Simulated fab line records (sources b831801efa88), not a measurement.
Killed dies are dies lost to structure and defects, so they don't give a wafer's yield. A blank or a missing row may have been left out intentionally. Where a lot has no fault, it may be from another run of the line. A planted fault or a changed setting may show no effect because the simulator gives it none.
Chamber matching :: flow gf180mcu :: 3 sister chambers for GF_V5_CVD_02 on pecvd-02
The step deposits SiO2 from TEOS, target thk 1450 nm, time 163.28 s. 6 wafers are shown with their chamber, then 12 later ones without.

## WAFERS, EACH WITH ITS CHAMBER
wafer: L083.5
chamber: 2
heater-power-w (W): 543

wafer: L083.6
chamber: 0
heater-power-w (W): 862

wafer: L087.6
chamber: 2
heater-power-w (W): 627

wafer: L088.2
chamber: 1
heater-power-w (W): 598

wafer: L088.4
chamber: 1
heater-power-w (W): 667

wafer: L088.5
chamber: 0
heater-power-w (W): 740

## WAFERS WITH NO CHAMBER GIVEN
wafer: L089.3
heater-power-w (W): 895

wafer: L089.4
heater-power-w (W): 665

wafer: L089.6
heater-power-w (W): 538

wafer: L093.1
heater-power-w (W): 600

wafer: L093.2
heater-power-w (W): 654

wafer: L093.6
heater-power-w (W): 666

wafer: L095.1
heater-power-w (W): 673

wafer: L095.4
heater-power-w (W): 542

wafer: L095.6
heater-power-w (W): 544

wafer: L096.1
heater-power-w (W): 702

wafer: L096.2
heater-power-w (W): 753

wafer: L096.3
heater-power-w (W): 692

## WHICH CHAMBER EACH WENT THROUGH
wafer: L089.3
from the rows above: 0
in truth: 0

wafer: L089.4
from the rows above: can't be placed: 1 or 2 or 0
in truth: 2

wafer: L089.6
from the rows above: can't be placed: 2 or 1
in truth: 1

wafer: L093.1
from the rows above: can't be placed: 2 or 1
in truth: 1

wafer: L093.2
from the rows above: can't be placed: 1 or 2 or 0
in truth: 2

wafer: L093.6
from the rows above: can't be placed: 1 or 2 or 0
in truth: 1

wafer: L095.1
from the rows above: can't be placed: 1 or 2 or 0
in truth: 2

wafer: L095.4
from the rows above: can't be placed: 2 or 1
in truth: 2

wafer: L095.6
from the rows above: can't be placed: 2 or 1
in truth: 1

wafer: L096.1
from the rows above: can't be placed: 1 or 0 or 2
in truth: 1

wafer: L096.2
from the rows above: can't be placed: 0 or 1 or 2
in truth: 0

wafer: L096.3
from the rows above: can't be placed: 1 or 2 or 0
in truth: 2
Placed correctly: 1 of 12. These rows do not allow placing 11 (true chamber among the candidates in 11). Placed wrongly: 0.
How it was worked out, from the rows above alone: a wafer's distance from a chamber is the root of the sum, over the readings, of the square of ((its reading less the chamber's mean) divided by the reading's scatter). If the next closest chamber is less than 2 further off than the closest, the wafer can't be placed; otherwise it belongs to the closest. Each chamber's mean is taken over the wafers shown for it. How the scatter is found: for the shown wafers, subtract from each reading the mean of its chamber, square and add these, divide the total by (wafers less chambers), then take the root.
